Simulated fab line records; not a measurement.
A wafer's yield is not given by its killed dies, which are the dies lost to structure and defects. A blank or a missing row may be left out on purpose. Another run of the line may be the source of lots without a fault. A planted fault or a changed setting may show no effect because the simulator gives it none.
The tool behind it: which one? / flow gf180mcu / Sampling: 13 lots, 39 wafers, 6 of 602 route steps

== WHAT EACH GAUGE READ, for each wafer ==
GF_MVSD_TW_MEAS_11.
lot=L210; measured=day 4 09:47; on=film_metro-01; MVSD_TW=1575 1566 1566
lot=L211; measured=day 5 02:17; on=film_metro-03; MVSD_TW=1574 1563 1568
lot=L212; measured=day 5 07:32; on=film_metro-02; MVSD_TW=1579 1575 1576
lot=L218; measured=day 6 16:37; on=film_metro-03; MVSD_TW=30 30 30
lot=L224; measured=day 8 00:28; on=film_metro-01; MVSD_TW=1575 1571 1580
lot=L225; measured=day 8 04:03; on=film_metro-02; MVSD_TW=1578 1574 1585
lot=L227; measured=day 8 19:21; on=film_metro-01; MVSD_TW=1562 1567 1559
lot=L228; measured=day 9 02:53; on=film_metro-02; MVSD_TW=1591 1597 1584
lot=L229; measured=day 9 06:06; on=film_metro-01; MVSD_TW=1569 1561 1560
lot=L230; measured=day 9 12:46; on=film_metro-03; MVSD_TW=1580 1567 1574
lot=L231; measured=day 9 15:41; on=film_metro-01; MVSD_TW=1570 1574 1573
lot=L232; measured=day 9 16:38; on=film_metro-02; MVSD_TW=1585 1591 1581
lot=L233; measured=day 9 23:04; on=film_metro-02; MVSD_TW=1591 1590 1595

GF_V1_RS_MEAS_24: uses a four-point probe to measure.
lot=L210; measured=day 17 18:10; on=film_metro-04; V1_W_RS (ohm/sq)=0.330 0.325 0.325
lot=L211; measured=day 19 04:13; on=film_metro-04; V1_W_RS (ohm/sq)=0.328 0.327 0.329
lot=L212; measured=day 19 11:37; on=film_metro-04; V1_W_RS (ohm/sq)=0.335 0.334 0.337
lot=L218; measured=day 21 22:02; on=film_metro-04; V1_W_RS (ohm/sq)=0.331 0.333 0.333
lot=L224; measured=day 23 13:35; on=film_metro-02; V1_W_RS (ohm/sq)=0.327 0.332 0.330
lot=L225; measured=day 23 20:55; on=film_metro-04; V1_W_RS (ohm/sq)=0.333 0.331 0.329
lot=L227; measured=day 24 14:07; on=film_metro-04; V1_W_RS (ohm/sq)=0.331 0.324 0.332
lot=L228; measured=day 25 04:31; on=film_metro-02; V1_W_RS (ohm/sq)=0.336 0.327 0.325
lot=L229; measured=day 25 09:54; on=film_metro-04; V1_W_RS (ohm/sq)=0.337 0.337 0.330
lot=L230; measured=day 25 14:39; on=film_metro-04; V1_W_RS (ohm/sq)=0.322 0.323 0.328
lot=L231; measured=day 25 19:35; on=film_metro-03; V1_W_RS (ohm/sq)=0.331 0.327 0.328
lot=L232; measured=day 25 22:20; on=film_metro-03; V1_W_RS (ohm/sq)=0.329 0.328 0.329
lot=L233; measured=day 26 02:45; on=film_metro-03; V1_W_RS (ohm/sq)=0.337 0.335 0.338

== WHAT TOOL EACH LOT RAN ON (gives the tool, then ch and the chambers of the sampled wafers, and finally the start) ==
lot=L210; GF_LVPWELL_STRIP_10=plasma_asher-04 ch 0,1, day 3 20:32; GF_MVSD_STRIP_10=plasma_asher-02 ch 0,1, day 4 09:42; GF_SALICIDE_SPUTTER_03=pvd_sputter-03, day 14 18:18; GF_M1_SPUTTER_04=pvd_sputter-04, day 15 18:36
lot=L211; GF_LVPWELL_STRIP_10=plasma_asher-04 ch 0, day 4 11:42; GF_MVSD_STRIP_10=plasma_asher-04 ch 0,1, day 5 02:11; GF_SALICIDE_SPUTTER_03=pvd_sputter-01, day 16 00:57; GF_M1_SPUTTER_04=pvd_sputter-01, day 17 01:59
lot=L212; GF_LVPWELL_STRIP_10=plasma_asher-02 ch 0,1, day 4 16:47; GF_MVSD_STRIP_10=plasma_asher-02 ch 0,1, day 5 07:26; GF_SALICIDE_SPUTTER_03=pvd_sputter-02, day 16 09:03; GF_M1_SPUTTER_04=pvd_sputter-01, day 17 09:48
lot=L218; GF_LVPWELL_STRIP_10=plasma_asher-02 ch 0,1, day 6 01:12; GF_MVSD_STRIP_10=plasma_asher-01 ch 0,1, day 6 16:31; GF_SALICIDE_SPUTTER_03=pvd_sputter-01, day 18 14:58; GF_M1_SPUTTER_04=pvd_sputter-01, day 19 19:20
lot=L224; GF_LVPWELL_STRIP_10=plasma_asher-04 ch 0,1, day 7 08:14; GF_MVSD_STRIP_10=plasma_asher-04 ch 0,1, day 8 00:22; GF_SALICIDE_SPUTTER_03=pvd_sputter-03, day 20 09:18; GF_M1_SPUTTER_04=pvd_sputter-01, day 21 12:43
lot=L225; GF_LVPWELL_STRIP_10=plasma_asher-03 ch 0,1, day 7 11:04; GF_MVSD_STRIP_10=plasma_asher-02 ch 0,1, day 8 03:58; GF_SALICIDE_SPUTTER_03=pvd_sputter-02, day 20 18:52; GF_M1_SPUTTER_04=pvd_sputter-04, day 21 21:29
lot=L227; GF_LVPWELL_STRIP_10=plasma_asher-04 ch 0,1, day 8 01:53; GF_MVSD_STRIP_10=plasma_asher-02 ch 0,1, day 8 19:15; GF_SALICIDE_SPUTTER_03=pvd_sputter-02, day 21 13:41; GF_M1_SPUTTER_04=pvd_sputter-04, day 22 15:02
lot=L228; GF_LVPWELL_STRIP_10=plasma_asher-03 ch 0, day 8 10:00; GF_MVSD_STRIP_10=plasma_asher-02 ch 0,1, day 9 02:47; GF_SALICIDE_SPUTTER_03=pvd_sputter-02, day 22 03:54; GF_M1_SPUTTER_04=pvd_sputter-04, day 23 05:18
lot=L229; GF_LVPWELL_STRIP_10=plasma_asher-04 ch 0,1, day 8 13:05; GF_MVSD_STRIP_10=plasma_asher-01 ch 0,1, day 9 06:01; GF_SALICIDE_SPUTTER_03=pvd_sputter-01, day 22 08:55; GF_M1_SPUTTER_04=pvd_sputter-01, day 23 10:36
lot=L230; GF_LVPWELL_STRIP_10=plasma_asher-03 ch 0,1, day 8 19:25; GF_MVSD_STRIP_10=plasma_asher-01 ch 0,1, day 9 12:41; GF_SALICIDE_SPUTTER_03=pvd_sputter-01, day 22 14:25; GF_M1_SPUTTER_04=pvd_sputter-04, day 23 15:53
lot=L231; GF_LVPWELL_STRIP_10=plasma_asher-02 ch 0,1, day 8 21:53; GF_MVSD_STRIP_10=plasma_asher-04 ch 0,1, day 9 15:35; GF_SALICIDE_SPUTTER_03=pvd_sputter-03, day 22 19:52; GF_M1_SPUTTER_04=pvd_sputter-03, day 23 21:06
lot=L232; GF_LVPWELL_STRIP_10=plasma_asher-03 ch 0,1, day 8 23:00; GF_MVSD_STRIP_10=plasma_asher-02 ch 1, day 9 16:32; GF_SALICIDE_SPUTTER_03=pvd_sputter-02, day 22 23:14; GF_M1_SPUTTER_04=pvd_sputter-04, day 24 00:38
lot=L233; GF_LVPWELL_STRIP_10=plasma_asher-04 ch 0,1, day 9 04:41; GF_MVSD_STRIP_10=plasma_asher-01 ch 0,1, day 9 22:57; GF_SALICIDE_SPUTTER_03=pvd_sputter-01, day 23 03:48; GF_M1_SPUTTER_04=pvd_sputter-01, day 24 04:50
- GF_LVPWELL_STRIP_10: strips in O2/N2.
- GF_MVSD_STRIP_10: strips in O2/N2.
- GF_SALICIDE_SPUTTER_03: material TiN, target thk 20 nm, time 16.7 s.
- GF_M1_SPUTTER_04: material TiN, target thk 50 nm, time 41.7 s.

== WHAT THE TOOLS THEMSELVES READ (means of the sampled wafers that have a number; where no wafer has one, the mark that the record gives instead) ==
GF_LVPWELL_STRIP_10.
lot=L210; tool=plasma_asher-04; drypump_motor_current_A (A)=5.4; heater_power_w (W)=323; n2_flow_sccm (sccm)=299.9; oes_product_au (a.u.)=0.724; strip_time_to_endpoint_s (s)=36.89
lot=L211; tool=plasma_asher-04; drypump_motor_current_A (A)=5.2; heater_power_w (W)=330; n2_flow_sccm (sccm)=300.3; oes_product_au (a.u.)=0.724; strip_time_to_endpoint_s (s)=36.99
lot=L212; tool=plasma_asher-02; drypump_motor_current_A (A)=6.2; heater_power_w (W)=310; n2_flow_sccm (sccm)=300.3; oes_product_au (a.u.)=0.723; strip_time_to_endpoint_s (s)=36.92
lot=L218; tool=plasma_asher-02; drypump_motor_current_A (A)=5.7; heater_power_w (W)=325; n2_flow_sccm (sccm)=299.6; oes_product_au (a.u.)=0.948; strip_time_to_endpoint_s (s)=-
lot=L224; tool=plasma_asher-04; drypump_motor_current_A (A)=5.4; heater_power_w (W)=312; n2_flow_sccm (sccm)=299.9; oes_product_au (a.u.)=0.721; strip_time_to_endpoint_s (s)=36.97
lot=L225; tool=plasma_asher-03; drypump_motor_current_A (A)=6.2; heater_power_w (W)=367; n2_flow_sccm (sccm)=300.1; oes_product_au (a.u.)=0.718; strip_time_to_endpoint_s (s)=37.00
lot=L227; tool=plasma_asher-04; drypump_motor_current_A (A)=5.5; heater_power_w (W)=315; n2_flow_sccm (sccm)=299.2; oes_product_au (a.u.)=0.722; strip_time_to_endpoint_s (s)=36.98
lot=L228; tool=plasma_asher-03; drypump_motor_current_A (A)=6.8; heater_power_w (W)=355; n2_flow_sccm (sccm)=299.6; oes_product_au (a.u.)=0.722; strip_time_to_endpoint_s (s)=36.76
lot=L229; tool=plasma_asher-04; drypump_motor_current_A (A)=5.4; heater_power_w (W)=310; n2_flow_sccm (sccm)=299.6; oes_product_au (a.u.)=0.725; strip_time_to_endpoint_s (s)=37.05
lot=L230; tool=plasma_asher-03; drypump_motor_current_A (A)=6.5; heater_power_w (W)=358; n2_flow_sccm (sccm)=300.9; oes_product_au (a.u.)=0.715; strip_time_to_endpoint_s (s)=36.93
lot=L231; tool=plasma_asher-02; drypump_motor_current_A (A)=6.2; heater_power_w (W)=313; n2_flow_sccm (sccm)=300.0; oes_product_au (a.u.)=0.725; strip_time_to_endpoint_s (s)=36.94
lot=L232; tool=plasma_asher-03; drypump_motor_current_A (A)=6.2; heater_power_w (W)=363; n2_flow_sccm (sccm)=300.8; oes_product_au (a.u.)=0.721; strip_time_to_endpoint_s (s)=36.98
lot=L233; tool=plasma_asher-04; drypump_motor_current_A (A)=5.5; heater_power_w (W)=310; n2_flow_sccm (sccm)=299.8; oes_product_au (a.u.)=0.721; strip_time_to_endpoint_s (s)=36.89

GF_MVSD_STRIP_10.
lot=L210; tool=plasma_asher-02; drypump_motor_current_A (A)=6.1; heater_power_w (W)=312; n2_flow_sccm (sccm)=300.8; oes_product_au (a.u.)=0.717; strip_time_to_endpoint_s (s)=37.10
lot=L211; tool=plasma_asher-04; drypump_motor_current_A (A)=5.3; heater_power_w (W)=326; n2_flow_sccm (sccm)=300.0; oes_product_au (a.u.)=0.724; strip_time_to_endpoint_s (s)=37.04
lot=L212; tool=plasma_asher-02; drypump_motor_current_A (A)=5.7; heater_power_w (W)=327; n2_flow_sccm (sccm)=300.2; oes_product_au (a.u.)=0.723; strip_time_to_endpoint_s (s)=36.77
lot=L218; tool=plasma_asher-01; drypump_motor_current_A (A)=5.9; heater_power_w (W)=318; n2_flow_sccm (sccm)=300.7; oes_product_au (a.u.)=0.731; strip_time_to_endpoint_s (s)=55.43
lot=L224; tool=plasma_asher-04; drypump_motor_current_A (A)=5.3; heater_power_w (W)=313; n2_flow_sccm (sccm)=300.0; oes_product_au (a.u.)=0.724; strip_time_to_endpoint_s (s)=36.87
lot=L225; tool=plasma_asher-02; drypump_motor_current_A (A)=5.7; heater_power_w (W)=325; n2_flow_sccm (sccm)=300.3; oes_product_au (a.u.)=0.721; strip_time_to_endpoint_s (s)=37.05
lot=L227; tool=plasma_asher-02; drypump_motor_current_A (A)=6.2; heater_power_w (W)=316; n2_flow_sccm (sccm)=300.5; oes_product_au (a.u.)=0.724; strip_time_to_endpoint_s (s)=36.92
lot=L228; tool=plasma_asher-02; drypump_motor_current_A (A)=5.7; heater_power_w (W)=319; n2_flow_sccm (sccm)=299.8; oes_product_au (a.u.)=0.724; strip_time_to_endpoint_s (s)=36.91
lot=L229; tool=plasma_asher-01; drypump_motor_current_A (A)=5.9; heater_power_w (W)=323; n2_flow_sccm (sccm)=300.2; oes_product_au (a.u.)=0.728; strip_time_to_endpoint_s (s)=37.05
lot=L230; tool=plasma_asher-01; drypump_motor_current_A (A)=5.7; heater_power_w (W)=353; n2_flow_sccm (sccm)=300.0; oes_product_au (a.u.)=0.720; strip_time_to_endpoint_s (s)=36.79
lot=L231; tool=plasma_asher-04; drypump_motor_current_A (A)=5.4; heater_power_w (W)=314; n2_flow_sccm (sccm)=300.4; oes_product_au (a.u.)=0.732; strip_time_to_endpoint_s (s)=37.08
lot=L232; tool=plasma_asher-02; drypump_motor_current_A (A)=6.6; heater_power_w (W)=304; n2_flow_sccm (sccm)=300.1; oes_product_au (a.u.)=0.718; strip_time_to_endpoint_s (s)=36.94
lot=L233; tool=plasma_asher-01; drypump_motor_current_A (A)=5.9; heater_power_w (W)=317; n2_flow_sccm (sccm)=300.2; oes_product_au (a.u.)=0.723; strip_time_to_endpoint_s (s)=37.00

GF_SALICIDE_SPUTTER_03.
lot=L210; tool=pvd_sputter-03; throttle_valve_pct (%)=30.1
lot=L211; tool=pvd_sputter-01; throttle_valve_pct (%)=30.2
lot=L212; tool=pvd_sputter-02; throttle_valve_pct (%)=29.9
lot=L218; tool=pvd_sputter-01; throttle_valve_pct (%)=30.5
lot=L224; tool=pvd_sputter-03; throttle_valve_pct (%)=29.0
lot=L225; tool=pvd_sputter-02; throttle_valve_pct (%)=30.6
lot=L227; tool=pvd_sputter-02; throttle_valve_pct (%)=30.7
lot=L228; tool=pvd_sputter-02; throttle_valve_pct (%)=29.0
lot=L229; tool=pvd_sputter-01; throttle_valve_pct (%)=30.1
lot=L230; tool=pvd_sputter-01; throttle_valve_pct (%)=30.5
lot=L231; tool=pvd_sputter-03; throttle_valve_pct (%)=29.3
lot=L232; tool=pvd_sputter-02; throttle_valve_pct (%)=29.9
lot=L233; tool=pvd_sputter-01; throttle_valve_pct (%)=30.2

GF_M1_SPUTTER_04.
lot=L210; tool=pvd_sputter-04; throttle_valve_pct (%)=30.7
lot=L211; tool=pvd_sputter-01; throttle_valve_pct (%)=30.2
lot=L212; tool=pvd_sputter-01; throttle_valve_pct (%)=30.4
lot=L218; tool=pvd_sputter-01; throttle_valve_pct (%)=30.3
lot=L224; tool=pvd_sputter-01; throttle_valve_pct (%)=30.4
lot=L225; tool=pvd_sputter-04; throttle_valve_pct (%)=29.9
lot=L227; tool=pvd_sputter-04; throttle_valve_pct (%)=29.9
lot=L228; tool=pvd_sputter-04; throttle_valve_pct (%)=29.9
lot=L229; tool=pvd_sputter-01; throttle_valve_pct (%)=30.2
lot=L230; tool=pvd_sputter-04; throttle_valve_pct (%)=29.8
lot=L231; tool=pvd_sputter-03; throttle_valve_pct (%)=30.5
lot=L232; tool=pvd_sputter-04; throttle_valve_pct (%)=30.1
lot=L233; tool=pvd_sputter-01; throttle_valve_pct (%)=30.6

== THE ANSWER, worked out from the rows above alone ==
Rule: what is usual is taken from the lots themselves. The widest of any qualifying gaps counts: lots, ordered by their means at a reading, are off when they make up no more than a third of the lots, leave a main group of 4 or more, and stand apart from it by 3 or more times the standard deviation of that group's means. A main group is skipped when, at the precision printed for the reading in the tables above, its means are all equal. A lot without any number at a reading at which 4 lots or more have one is off too. Where the step has rows for the other lots, those lots are counted as sound. First the gauges in route order, then the tools' own readings, where a lot's mean is used as printed above. The first step at which some lot is off is used, and at that step the reading that is off furthest; a lot without a number counts as furthest.
Off: L218, seen at GF_MVSD_TW_MEAS_11 (MVSD_TW). The main group has a mean of 1576 with a standard deviation of 9.3.
If a tool, at a process step before that reading, ran all the lots that are off and no sound lot after the first of them, it fits. The gauges at GF_MVSD_TW_MEAS_11 aren't tried: what is off there is off at GF_LVPWELL_STRIP_10 too, on other tools, and a gauge's error can't cause that. Not one of the candidates tried fits.

== WHAT THE SIMULATOR PUT IN ==
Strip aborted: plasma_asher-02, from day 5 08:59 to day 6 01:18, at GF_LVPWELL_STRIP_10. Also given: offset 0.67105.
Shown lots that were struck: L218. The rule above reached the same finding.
